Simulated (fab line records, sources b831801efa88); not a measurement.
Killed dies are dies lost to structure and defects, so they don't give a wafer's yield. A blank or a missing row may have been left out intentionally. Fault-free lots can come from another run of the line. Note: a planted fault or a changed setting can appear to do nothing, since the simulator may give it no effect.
Comparing a struck lot with a sound one -- flow sky130 -- 15 out of 708 route steps
Sound: the wafers L868.3, L868.4, L868.6. Wafers struck: L876.3, L876.4, L876.5. The cause comes at the end.
At each step with rows: each side's tool, then ch and its chambers, then its first start. Under that, the readings that differ: sound wafers -- struck wafers -- difference of the means -- sigmas: that difference in standard deviations of wafers without a fault.
alike: readings whose means differ by less than 2 such deviations, and words and numbers that are the same on both sides. not compared: withheld readings, readings that some wafer has no value for, bounds like >300 that may hide the same value, and numbers for which the record gives no deviation and whose values overlap.
The two part at a step that has a row with sigmas, a row that says differs or no value, or rows on one side only. When numbers do not overlap yet have no deviation, they are printed without sigmas and do not part them. Lack of a reading on every wafer of one side parts them only where that side has two or more wafers.

SKY_CONTACT_CMP_27: polishes, stops on SiO2, t overpolish 15 s, target thk 0 nm.
  sound on cmp-02 ch 0,2,3, day 36 01:08; struck on cmp-01 ch 1,2,3, day 37 11:27
  alike: head-pressure-psi, motor-current-A, overpolish-run-s, time-to-endpoint-s
SKY_METAL1_SPUTTER_00: material Ti, target thk 15 nm, time 10 s.
  sound: pvd-sputter-04 at day 36 01:23; struck: pvd-sputter-01 at day 37 11:39
  alike: throttle-valve-pct
SKY_METAL1_SPUTTER_01: material TiN, target thk 20 nm, time 16.7 s.
  sound: pvd-sputter-04 at day 36 01:25; struck: pvd-sputter-01 at day 37 11:41
  alike: throttle-valve-pct
then, 1 step without rows for these wafers: SKY_METAL1_SPUTTER_02 (material AlCu, target thk 250 nm, time 13.3 s).
SKY_METAL1_SPUTTER_03: material Ti, target thk 5 nm, time 3.3 s.
  sound: pvd-sputter-04 at day 36 01:28; struck: pvd-sputter-01 at day 37 11:44
  alike: throttle-valve-pct
SKY_METAL1_SPUTTER_04: material TiN, target thk 70 nm, time 58.3 s.
  sound: pvd-sputter-04 at day 36 01:29; struck: pvd-sputter-01 at day 37 11:44
  alike: throttle-valve-pct
SKY_METAL1_RS_MEAS_05: measures by four-point-probe.
  sound: film-metro-01 at day 36 01:34; struck: film-metro-01 at day 37 11:50
  alike: METAL1_ALCU_RS
SKY_METAL1_THK_MEAS_06: measures by xrf.
  sound: film-metro-01 at day 36 01:40; struck: film-metro-01 at day 37 11:56
  alike: METAL1_ALCU_THK
then, 4 steps without rows for these wafers: SKY_METAL1_DEHYDRATE_07 (time 60 s); SKY_METAL1_HMDS_08 (prime time 60 s); SKY_METAL1_COAT_09 (resist thk 60 nm); SKY_METAL1_COAT_10 (resist thk 450 nm).
SKY_METAL1_SOFTBAKE_11: time 90 s.
  sound on litho-track-01 ch 0, day 36 15:00; struck on litho-track-01 ch 0, day 38 00:00
reading,sound,struck,difference,sigmas
heater-power-total-W (W),57.23 57.37 57.44,57.93 58.10 58.32,+0.77,+7
plate-temp-C (C),100.00 99.94 100.03,101.00 100.87 100.72,+0.87,+8
then, 1 step without rows for these wafers: SKY_METAL1_EXPOSE_12 (exposes mask MM1, target cd 140 nm).
-- the record jumps here: 12 days lie between the struck wafers' starts before and after (it left off in module METAL1 and takes up again in module PAD_OPEN, whose first step shown is number 708 of the route) --
SKY_PAD_OPEN_PROBE_99:
  sound: prober-02 at day 48 23:56; struck: prober-02 at day 50 01:53
reading,sound,struck,difference,sigmas
sort_bin_6_memory (%),7.3 5.3 9.3,4.9 4.3 5.3,-2.5,-2
  alike: defect-limited-yield, killed_at_M0_to_M3, killed_at_M4_up, killed-at-contacts, killed-at-front-end, killed-at-other, killed-dies, killed-open, killed-short, sort_bin_3_pad_short, sort_bin_5_function, sort-n-pass, sort-yield-pct

WHERE THEY PART
Last at SKY_PAD_OPEN_PROBE_99 as far as this record goes, first at SKY_METAL1_SOFTBAKE_11.

WHY: whatever the simulator had introduced
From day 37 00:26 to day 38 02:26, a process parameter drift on litho-track-01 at SKY_METAL1_SOFTBAKE_11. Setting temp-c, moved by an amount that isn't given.
